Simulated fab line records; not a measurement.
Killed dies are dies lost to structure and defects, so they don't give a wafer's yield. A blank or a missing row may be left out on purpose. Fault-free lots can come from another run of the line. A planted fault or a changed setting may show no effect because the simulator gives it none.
Problem report in the 8D (eight disciplines) form, filled by code | flow sky130 | the parts of the form that need people (team, actions taken, sign-off) are left out

1. THE ISSUE
CAP2M_TIN_RS at SKY_CAP2M_RS_MEAS_03 reads a mean of 4.75 ohm/sq on 2 wafers of 1 lot; wafers without a fault read 6.90 ohm/sq with a standard deviation of 0.096. That puts it -22 standard deviations away from the usual mean.
The step: measures by four-point-probe.
First seen on wafer L653.3, day 42 17:46, on film metro-01. The record has a number at this step for 30 wafers belonging to 10 lots. Rule for "out", or "out of limits": more than 4 standard deviations from the usual mean. Any other wafer with a number is counted as sound.

2. WHAT IT IS, WHAT IT ISN'T
question                    | is                | is not
which readings at this step | CAP2M_TIN_RS      | -
which lots                  | L653              | L645, L646, L647, L651, L658, L659, L663, L664, L665
which wafers of those lots  | L653.3, L653.6    | L653.2
read on which gauges        | film metro-01     | film metro-04
when                        | from day 42 17:46 | up to then (13 sound wafers); but 15 sound wafers of L658, L659, L663, L664, L665 came after

3. WHAT RULES OUT EACH SUSPECT
Counting: if a tool at a process step up to the reading ran every lot that is out, it stays a suspect. Sound lots after the first of them don't rule it out here, since some wafers of a struck lot are sound.
- ruled out: the gauge at SKY_CAP2M_RS_MEAS_03. All the wafers that are out were read on film metro-01, but those of them that SKY_CAP2M_METAL_ETCH_13 has rows for are out there too, on other tools.
- cvd w-02 at SKY_VIA3_CVD_21 (deposits W, target thk 390 nm, time 117.31 s): kept. It ran the lot that is out, L653 (day 42 16:47); its last sound lot up to then is L646 (day 42 04:56).
- cmp-02 at SKY_VIA3_CMP_24 (polishes, stops on SiO2, t overpolish 20 s, target thk 0 nm): kept. It ran the lot that is out, L653 (day 42 17:09); its last sound lot up to then is L645 (day 42 04:08).
- pvd sputter-03 at SKY_METAL4_SPUTTER_03 (material Ti, target thk 5 nm, time 3.3 s): kept. It ran the lot that is out, L653 (day 42 17:29); its last sound lot up to then is L647 (day 42 08:04).
- pvd sputter-03 at SKY_CAP2M_SPUTTER_02 (material TiN, target thk 200 nm, time 166.7 s): kept. It ran the lot that is out, L653 (day 42 17:38); its last sound lot up to then is L651 (day 42 08:54).
- Within cmp-02 at SKY_VIA3_CMP_24: the wafers that are out ran in chamber 3; their sound lot-mates ran in chamber 0.
Left after counting: cvd w-02 at SKY_VIA3_CVD_21, cmp-02 at SKY_VIA3_CMP_24, pvd sputter-03 at SKY_METAL4_SPUTTER_03, pvd sputter-03 at SKY_CAP2M_SPUTTER_02.

4. THE CAUSE (what the simulator had put in)
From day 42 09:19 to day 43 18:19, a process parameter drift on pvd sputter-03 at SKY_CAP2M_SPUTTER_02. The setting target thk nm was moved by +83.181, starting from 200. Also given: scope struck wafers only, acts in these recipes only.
Of the 4 suspects that counting leaves, this tool is one.

5. THE EFFECT CHAIN, in route order
One row per reading whose mean, taken over the struck wafers that have a number, lies over 3 standard deviations from the usual. Only readings whose record carries a usual standard deviation are examined. hours: median over the lots of the time between each lot's start at the first step of this table that gives one and its start at this step. sigmas: the change, counted in usual standard deviations.
hours | step                    | reading              | usual       | on struck wafers | change | sigmas
0     | SKY_CAP2M_RS_MEAS_03    | CAP2M_TIN_RS         | 6.90 ohm/sq | 4.75             | -2.15  | -22
0     | SKY_CAP2M_THK_MEAS_04   | CAP2M_TIN_THK        | 198.8 nm    | 285.0            | +86.2  | +31
26    | SKY_CAP2M_METAL_ETCH_13 | oes product au       | 0.941 a.u.  | 1.012            | +0.071 | +8.3
26    | SKY_CAP2M_METAL_ETCH_13 | throttle valve pct   | 21.900 %    | 21.852           | -0.047 | -4.7
144   | SKY_PAD_OPEN_PROBE_99   | defect limited yield | 82.5 %      | 0.0              | -82.5  | -46
144   | SKY_PAD_OPEN_PROBE_99   | killed at other      | 0.4         | 412.0            | +411.6 | +99 or more
144   | SKY_PAD_OPEN_PROBE_99   | killed dies          | 86          | 492              | +406   | +45
144   | SKY_PAD_OPEN_PROBE_99   | killed on rim        | 17          | 96               | +79    | +21
144   | SKY_PAD_OPEN_PROBE_99   | sort_bin_3_pad_short | 0.8 %       | 84.7             | +83.9  | +99 or more
144   | SKY_PAD_OPEN_PROBE_99   | sort n pass          | 406         | 0                | -406   | -45
144   | SKY_PAD_OPEN_PROBE_99   | sort yield pct       | 82.5 %      | 0.0              | -82.5  | -46
Process steps it contains:
- SKY_CAP2M_METAL_ETCH_13: etches TiN in Cl2/BCl3, stops on SiO2, target depth 220 nm, time 62.9 s.
- SKY_PAD_OPEN_PROBE_99

6. WHAT WOULD HAVE CAUGHT IT SOONER
The first out-of-limits reading at a measuring or inspecting step in this record came at day 42 17:46, 8 hours after the fault's start at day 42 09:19.
An alarm limit of 4 standard deviations would not have fired on the tool readings at SKY_CAP2M_SPUTTER_02 for which the record gives a usual standard deviation, since none of them was out on any struck wafer.
By day 42 17:46 the whole set of lots that are out, 1 in number, had already begun SKY_CAP2M_SPUTTER_02 on pvd sputter-03. None of them would have been spared by holding the tool at that moment.
